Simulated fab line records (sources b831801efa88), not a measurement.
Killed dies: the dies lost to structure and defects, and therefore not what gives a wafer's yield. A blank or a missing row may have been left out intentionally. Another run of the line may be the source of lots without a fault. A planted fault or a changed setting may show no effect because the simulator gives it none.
fab line records    flow sky130
record lots=10  wafers=30  last-day=50
route steps=708 shown POLY_CUT@317 SD_N@353 LI_CONTACT@385 LOCAL_INTERCONNECT@387
lots untouched by any fault: they come from a run of this same line in which no faults occurred
start-h: start of the lot's first displayed wafer, in hours after the record's first day    wait-h: hours elapsed since this lot's preceding step    " unchanged from the row above    L1.1+2: one row covering several wafers at once    - no value, or no start was given    * or withheld: withheld    < > ~ a bound
route shown NAME@n: NAME is a module with steps in the file, n the number in the route of the first one    usual: the fault-free wafers' mean and standard deviation    same: alike in all rows    chamber/n: place in a boat    sites: per-site readings    _std_site: how widely they spread, as a standard deviation    _edge_site: the outer-site mean with the inner-site mean subtracted    radius-mm: how far each site lies from the wafer's centre    mask NAME#n: copy n    behind: the tool/chamber that last shaped the wafer    hold: the reason the lot was held/the length of the hold in hours/how it ended    device: transistor that didn't switch, given as n, p or np    end of line: tests run on the same wafers once the route is complete    step lacking rows: just its recipe    killed: dies lost to structure and defects at the first sort, not the wafer's yield    map: dies across one wafer; x = killed, . = not, _ = none there
set.NAME: the setting as run; set.NAME@STEP: as run at that earlier step    model.NAME: the simulator's own value behind a step, which no gauge read
one table for each step of the route and one row for each wafer, over a sample of lots
services: the hour from which a tool's chamber was out of use, counted from the record's first day as start-h (under 0 if before that day), plus the number of hours and why
## steps
# step SKY_POLY_CUT_ETCH_10
# recipe chemistry=N2/H2  target=BARC  ion-energy-ev=200  source-w=500  bias-w=100  pressure-mtorr=30  n2-flow-sccm=100  h2-flow-sccm=200  stop-on=SiO2  time-s=45.9  target-depth-a=600
# usual drypump-motor-current-A=5.7/0.51  oes-product-au=0.854/0.0049  throttle-valve-pct=13.226/0.0084
lot.wafer  tool         chamber  start-h  wait-h  drypump-motor-current-A  oes-product-au  rf-hours-counter-h  throttle-valve-pct
L537.1     rie-diel-02  2        553.02   0.0     5.2                      0.849           3                   13.222
L537.4     "            3        "        "       5.3                      0.859           13                  13.218
L537.6     "            2        "        "       5.2                      0.857           -                   13.235
L538.3     rie-diel-02  2        564.58   0.0     5.2                      0.856           4                   13.230
L538.5     "            2        "        "       5.2                      0.848           -                   13.216
L538.6     "            1        "        "       5.9                      0.849           -                   13.222
L545.1     rie-diel-04  2        624.03   0.0     5.6                      0.853           33                  13.242
L545.4     "            3        "        "       5.0                      0.864           8                   13.229
L545.5     "            0        "        "       6.3                      0.848           -                   13.224
L550.1     rie-diel-03  2        670.37   0.0     4.8                      0.851           9                   13.218
L550.2     "            0        "        "       5.7                      0.856           10                  13.228
L550.3     "            1        "        "       6.3                      0.848           2                   13.229
L553.4     rie-diel-02  2        692.37   0.0     5.2                      0.857           5                   13.211
L553.5     "            3        "        "       5.3                      0.851           -                   13.238
L553.6     "            2        "        "       5.2                      0.855           -                   13.238
L554.4     rie-diel-03  0        701.22   0.0     5.7                      0.852           11                  13.235
L554.5     "            3        "        "       6.0                      0.855           -                   13.229
L554.6     "            2        "        "       4.8                      0.858           -                   13.228
L556.1     rie-diel-03  0        712.02   0.0     5.6                      0.855           11                  13.247
L556.5     "            3        "        "       6.0                      0.850           -                   13.228
L556.6     "            2        "        "       4.8                      0.858           -                   13.228
L557.1     rie-diel-03  3        716.98   0.0     6.0                      0.852           7                   13.218
L557.2     "            2        "        "       4.8                      0.853           10                  13.228
L557.5     "            2        "        "       4.8                      0.851           -                   13.220
L559.3     rie-diel-02  3        736.48   0.0     5.3                      0.849           16                  13.229
L559.4     "            0        "        "       6.3                      0.846           10                  13.237
L559.5     "            2        "        "       5.2                      0.850           -                   13.213
L560.2     rie-diel-03  0        746.63   0.0     5.7                      0.857           12                  13.232
L560.3     "            1        "        "       6.3                      0.856           4                   13.224
L560.6     "            3        "        "       6.0                      0.850           -                   13.210
# step SKY_SD_N_STRIP_11
# recipe chemistry=O2/N2  power-w=1400  pressure-mtorr=1500  platen-temp-c=withheld  o2-flow-sccm=3000  n2-flow-sccm=300  overash-fraction=0.5
# usual drypump-motor-current-A=5.83/0.17  oes-product-au=0.527/0.0046  strip-time-to-endpoint-s=22.54/0.039
lot.wafer  tool             chamber  start-h  wait-h  drypump-motor-current-A  oes-product-au  rf-hours-counter-h  strip-time-to-endpoint-s
L537.1     plasma-asher-03  0        641.28   0.1     5.99                     0.524           21                  22.60
L537.4     "                0        "        "       5.98                     0.533           -                   22.60
L537.6     "                1        "        "       5.63                     0.532           -                   22.55
L538.3     plasma-asher-02  1        652.62   0.1     5.56                     0.528           -                   22.57
L538.5     "                1        "        "       5.55                     0.534           -                   22.53
L538.6     "                0        "        "       5.98                     0.527           -                   22.47
L545.1     plasma-asher-02  0        709.52   0.1     5.99                     0.529           88                  22.60
L545.4     "                0        "        "       5.99                     0.521           -                   22.58
L545.5     "                0        "        "       5.98                     0.531           -                   22.55
L550.1     plasma-asher-03  0        758.10   0.1     6.01                     0.526           31                  22.49
L550.2     "                1        "        "       5.61                     0.521           31                  22.53
L550.3     "                1        "        "       5.62                     0.524           -                   22.50
L553.4     plasma-asher-03  1        773.02   0.1     5.67                     0.532           -                   22.50
L553.5     "                0        "        "       5.99                     0.523           -                   22.54
L553.6     "                1        "        "       5.66                     0.522           -                   22.59
L554.4     plasma-asher-03  1        781.91   0.1     5.61                     0.533           -                   22.57
L554.5     "                0        "        "       5.97                     0.526           -                   22.53
L554.6     "                1        "        "       5.64                     0.535           -                   22.57
L556.1     plasma-asher-01  0        792.74   0.1     5.92                     0.531           68                  22.49
L556.5     "                0        "        "       5.94                     0.537           -                   22.51
L556.6     "                1        "        "       5.91                     0.522           -                   22.50
L557.1     plasma-asher-02  1        797.72   0.1     5.56                     0.526           96                  22.55
L557.2     "                0        "        "       6.00                     0.520           96                  22.59
L557.5     "                1        "        "       5.55                     0.529           -                   22.60
L559.3     plasma-asher-01  1        816.81   0.1     5.93                     0.531           -                   22.54
L559.4     "                0        "        "       5.94                     0.530           -                   22.49
L559.5     "                1        "        "       5.92                     0.525           -                   22.51
L560.2     plasma-asher-02  0        825.34   0.1     5.99                     0.521           99                  22.55
L560.3     "                1        "        "       5.58                     0.525           -                   22.55
L560.6     "                0        "        "       5.97                     0.536           -                   22.55
# step SKY_LI_CONTACT_THK_MEAS_23
# recipe thk-meas-gauge=xrf  reads=W_of_LI_CONTACT_CVD_21
# usual LI_CONTACT_W_THK=390/5.9
lot.wafer  tool           chamber  start-h  wait-h  LI_CONTACT_W_THK[nm]
L537.1     film-metro-04  -        671.55   0.1     387
L537.4     "              -        "        "       387
L537.6     "              -        "        "       388
L538.3     film-metro-03  -        683.12   0.1     399
L538.5     "              -        "        "       401
L538.6     "              -        "        "       396
L545.1     film-metro-02  -        739.04   0.1     379
L545.4     "              -        "        "       381
L545.5     "              -        "        "       375
L550.1     film-metro-03  -        786.42   0.1     389
L550.2     "              -        "        "       389
L550.3     "              -        "        "       386
L553.4     film-metro-03  -        800.31   0.1     391
L553.5     "              -        "        "       389
L553.6     "              -        "        "       391
L554.4     film-metro-03  -        808.74   0.1     384
L554.5     "              -        "        "       384
L554.6     "              -        "        "       384
L556.1     film-metro-03  -        820.86   0.1     393
L556.5     "              -        "        "       401
L556.6     "              -        "        "       396
L557.1     film-metro-03  -        827.08   0.1     393
L557.2     "              -        "        "       393
L557.5     "              -        "        "       403
L559.3     film-metro-03  -        845.39   0.1     385
L559.4     "              -        "        "       391
L559.5     "              -        "        "       384
L560.2     film-metro-03  -        854.44   0.1     399
L560.3     "              -        "        "       393
L560.6     "              -        "        "       397
# step SKY_LOCAL_INTERCONNECT_SPUTTER_00
# recipe material=TiN  target-thk-nm=100  temp-c=300  power-w=6500  time-s=83.3  chamber-pressure-pa=0.4
# usual throttle-valve-pct=30.0/0.96
lot.wafer  tool            chamber  start-h  wait-h  throttle-valve-pct
L537.1     pvd-sputter-02  -        671.91   0.2     30.0
L537.4     "               -        "        "       29.5
L537.6     "               -        "        "       29.3
L538.3     pvd-sputter-03  -        683.46   0.1     29.6
L538.5     "               -        "        "       29.7
L538.6     "               -        "        "       29.5
L545.1     pvd-sputter-03  -        739.45   0.1     28.1
L545.4     "               -        "        "       30.1
L545.5     "               -        "        "       28.6
L550.1     pvd-sputter-01  -        786.78   0.2     30.1
L550.2     "               -        "        "       30.0
L550.3     "               -        "        "       29.7
L553.4     pvd-sputter-02  -        800.64   0.2     29.5
L553.5     "               -        "        "       29.6
L553.6     "               -        "        "       29.7
L554.4     pvd-sputter-01  -        809.07   0.2     29.7
L554.5     "               -        "        "       30.1
L554.6     "               -        "        "       30.1
L556.1     pvd-sputter-01  -        821.22   0.1     30.1
L556.5     "               -        "        "       31.7
L556.6     "               -        "        "       29.8
L557.1     pvd-sputter-01  -        827.44   0.2     30.1
L557.2     "               -        "        "       30.0
L557.5     "               -        "        "       29.8
L559.3     pvd-sputter-02  -        845.73   0.2     29.8
L559.4     "               -        "        "       29.6
L559.5     "               -        "        "       29.4
L560.2     pvd-sputter-01  -        854.79   0.2     29.8
L560.3     "               -        "        "       31.7
L560.6     "               -        "        "       29.7
# step SKY_LOCAL_INTERCONNECT_RS_MEAS_01
# recipe thk-meas-gauge=four-point-probe  reads=TiN_of_LOCAL_INTERCONNECT_SPUTTER_00
# usual LOCAL_INTERCONNECT_TIN_RS=14.15/0.15
lot.wafer  tool           chamber  start-h  wait-h  LOCAL_INTERCONNECT_TIN_RS[ohm/sq]
L537.1     film-metro-01  -        671.98   0.0     14.56
L537.4     "              -        "        "       14.39
L537.6     "              -        "        "       14.26
L538.3     film-metro-02  -        683.56   0.1     14.21
L538.5     "              -        "        "       14.18
L538.6     "              -        "        "       14.25
L545.1     film-metro-03  -        739.51   0.0     14.33
L545.4     "              -        "        "       12.78
L545.5     "              -        "        "       14.50
L550.1     film-metro-02  -        786.85   0.0     14.25
L550.2     "              -        "        "       14.25
L550.3     "              -        "        "       14.25
L553.4     film-metro-01  -        800.77   0.1     13.71
L553.5     "              -        "        "       13.71
L553.6     "              -        "        "       14.20
L554.4     film-metro-03  -        809.19   0.1     14.22
L554.5     "              -        "        "       13.99
L554.6     "              -        "        "       14.07
L556.1     film-metro-03  -        821.28   0.0     14.11
L556.5     "              -        "        "       14.30
L556.6     "              -        "        "       14.22
L557.1     film-metro-03  -        827.50   0.0     14.14
L557.2     "              -        "        "       14.18
L557.5     "              -        "        "       14.21
L559.3     film-metro-02  -        845.84   0.1     14.17
L559.4     "              -        "        "       14.23
L559.5     "              -        "        "       13.88
L560.2     film-metro-03  -        854.87   0.1     14.25
L560.3     "              -        "        "       14.17
L560.6     "              -        "        "       14.22
# step SKY_LOCAL_INTERCONNECT_THK_MEAS_02
# recipe thk-meas-gauge=xrf  reads=TiN_of_LOCAL_INTERCONNECT_SPUTTER_00
# usual LOCAL_INTERCONNECT_TIN_THK=101.6/1.1
lot.wafer  tool           chamber  start-h  wait-h  LOCAL_INTERCONNECT_TIN_THK[nm]
L537.1     film-metro-01  -        672.10   0.1     98.8
L537.4     "              -        "        "       100.3
L537.6     "              -        "        "       100.7
L538.3     film-metro-02  -        683.66   0.1     100.7
L538.5     "              -        "        "       101.0
L538.6     "              -        "        "       100.6
L545.1     film-metro-03  -        739.63   0.1     100.3
L545.4     "              -        "        "       112.3
L545.5     "              -        "        "       99.2
L550.1     film-metro-02  -        786.97   0.1     101.1
L550.2     "              -        "        "       100.9
L550.3     "              -        "        "       101.2
L553.4     film-metro-01  -        800.86   0.1     104.6
L553.5     "              -        "        "       104.0
L553.6     "              -        "        "       101.2
L554.4     film-metro-03  -        809.28   0.1     100.4
L554.5     "              -        "        "       102.0
L554.6     "              -        "        "       101.4
L556.1     film-metro-03  -        821.40   0.1     102.3
L556.5     "              -        "        "       101.2
L556.6     "              -        "        "       101.3
L557.1     film-metro-03  -        827.62   0.1     101.8
L557.2     "              -        "        "       101.7
L557.5     "              -        "        "       101.5
L559.3     film-metro-02  -        845.94   0.1     101.9
L559.4     "              -        "        "       101.5
L559.5     "              -        "        "       103.5
L560.2     film-metro-03  -        854.98   0.1     100.3
L560.3     "              -        "        "       100.8
L560.6     "              -        "        "       100.2
# step SKY_LOCAL_INTERCONNECT_METAL_ETCH_14
# recipe target-depth-nm=110  stop-on=PSG  chemistry=Cl2/BCl3  target=TiN  resist-sidewall-deg=88  pressure-mtorr=10  icp-w=900  bias-w=48.5  Cl2_flow_sccm=60  bcl3-flow-sccm=30  time-s=31.4
# usual drypump-motor-current-A=5.53/0.21  oes-product-au=0.940/0.0074  throttle-valve-pct=21.902/0.0097
lot.wafer  tool          chamber  start-h  wait-h  drypump-motor-current-A  oes-product-au  rf-hours-counter-h  throttle-valve-pct
L537.1     rie-metal-04  1        700.38   0.0     5.41                     0.933           14                  21.919
L537.4     "             0        "        "       5.74                     0.936           -                   21.896
L537.6     "             1        "        "       5.39                     0.937           -                   21.917
L538.3     rie-metal-04  1        711.62   0.0     5.42                     0.931           -                   21.917
L538.5     "             1        "        "       5.42                     0.946           -                   21.896
L538.6     "             0        "        "       5.73                     0.944           -                   21.907
L545.1     rie-metal-04  1        766.35   0.1     5.47                     0.941           17                  21.893
L545.4     "             1        "        "       5.45                     0.982           -                   21.874
L545.5     "             1        "        "       5.47                     0.931           -                   21.900
L550.1     rie-metal-02  1        813.03   0.0     5.59                     0.939           2                   21.909
L550.2     "             0        "        "       5.16                     0.932           15                  21.917
L550.3     "             0        "        "       5.14                     0.932           -                   21.923
L553.4     rie-metal-01  1        828.07   0.0     5.81                     0.954           -                   21.883
L553.5     "             0        "        "       5.51                     0.968           -                   21.893
L553.6     "             1        "        "       5.78                     0.934           -                   21.905
L554.4     rie-metal-04  1        836.35   0.0     5.42                     0.941           -                   21.911
L554.5     "             0        "        "       5.74                     0.946           -                   21.899
L554.6     "             1        "        "       5.44                     0.943           -                   21.892
L556.1     rie-metal-02  1        848.44   0.0     5.57                     0.942           4                   21.899
L556.5     "             0        "        "       5.14                     0.929           -                   21.895
L556.6     "             1        "        "       5.59                     0.940           -                   21.909
L557.1     rie-metal-04  0        854.40   0.0     5.73                     0.938           4                   21.904
L557.2     "             1        "        "       5.40                     0.939           3                   21.884
L557.5     "             1        "        "       5.42                     0.941           -                   21.885
L559.3     rie-metal-01  0        872.47   0.0     5.51                     0.943           -                   21.900
L559.4     "             1        "        "       5.75                     0.933           -                   21.905
L559.5     "             1        "        "       5.81                     0.946           -                   21.919
L560.2     rie-metal-04  1        880.55   0.0     5.36                     0.934           4                   21.924
L560.3     "             0        "        "       5.72                     0.937           -                   21.891
L560.6     "             1        "        "       5.43                     0.935           -                   21.908
## services
tool             chamber  start-h  hours  kind
rie-metal-02     1        533.15   1.1    repair
rie-metal-04     -        549.49   0.3    repair
rie-diel-02      2        565.68   10.5   repair
plasma-asher-03  -        588.20   2.9    repair
rie-diel-02      -        601.64   0.8    repair
rie-metal-04     0        604.73   6.9    repair
rie-metal-02     0        615.31   3.4    repair
rie-metal-04     1        616.51   34.3   repair
plasma-asher-02  -        633.04   2.8    pm
rie-diel-02      3        641.88   6.6    repair
plasma-asher-03  -        658.24   15.6   pm
rie-diel-02      -        669.90   1.2    repair
rie-diel-03      -        679.30   0.3    repair
plasma-asher-02  -        679.39   0.5    repair
pvd-sputter-01   -        684.92   11.4   repair
rie-diel-03      3        692.10   3.8    repair
rie-metal-04     0        739.86   11.3   repair
plasma-asher-03  -        745.30   1.6    repair
plasma-asher-02  -        754.93   8.8    repair
rie-diel-02      0        768.13   8.8    repair
pvd-sputter-02   -        770.12   0.5    repair
plasma-asher-03  -        811.69   2.8    pm
plasma-asher-02  -        835.28   1.9    repair
pvd-sputter-01   -        877.67   0.8    repair
## key
first-sign step=SKY_LOCAL_INTERCONNECT_RS_MEAS_01  reading=LOCAL_INTERCONNECT_TIN_RS  direction=down  sigmas=9  usual=14.15  struck=12.78
effect step=SKY_LOCAL_INTERCONNECT_THK_MEAS_02  reading=LOCAL_INTERCONNECT_TIN_THK  direction=up  sigmas=9.5  usual=101.6  struck=112.3
effect step=SKY_LOCAL_INTERCONNECT_METAL_ETCH_14  reading=oes-product-au  direction=up  sigmas=5.7  usual=0.940  struck=0.982
met-at SKY_LOCAL_INTERCONNECT_SPUTTER_00
struck-lots L545
struck-wafers L545.4
tester-left-out L545
not-acting-at SKY_POLY_CUT_ETCH_10,SKY_SD_N_STRIP_11,SKY_LI_CONTACT_THK_MEAS_23
onset-between 683.46 739.45
fault kind=process-parameter-drift  tool=pvd-sputter-03  chamber=-  onset-h=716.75  steps=SKY_LOCAL_INTERCONNECT_SPUTTER_00  channel=target-thk-nm  offset=11.681  shape=step  end-h=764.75  acts-in=these-recipes-only  stated=100  scope=struck-wafers-only
# tester-left-out: of these lots the tester's yield and bins aren't shown, on N5 and GAA mostly nor the transistor test; their killed dies are dies lost to structure and defects alone, not to doping, threshold or leakage, so they don't give the yield
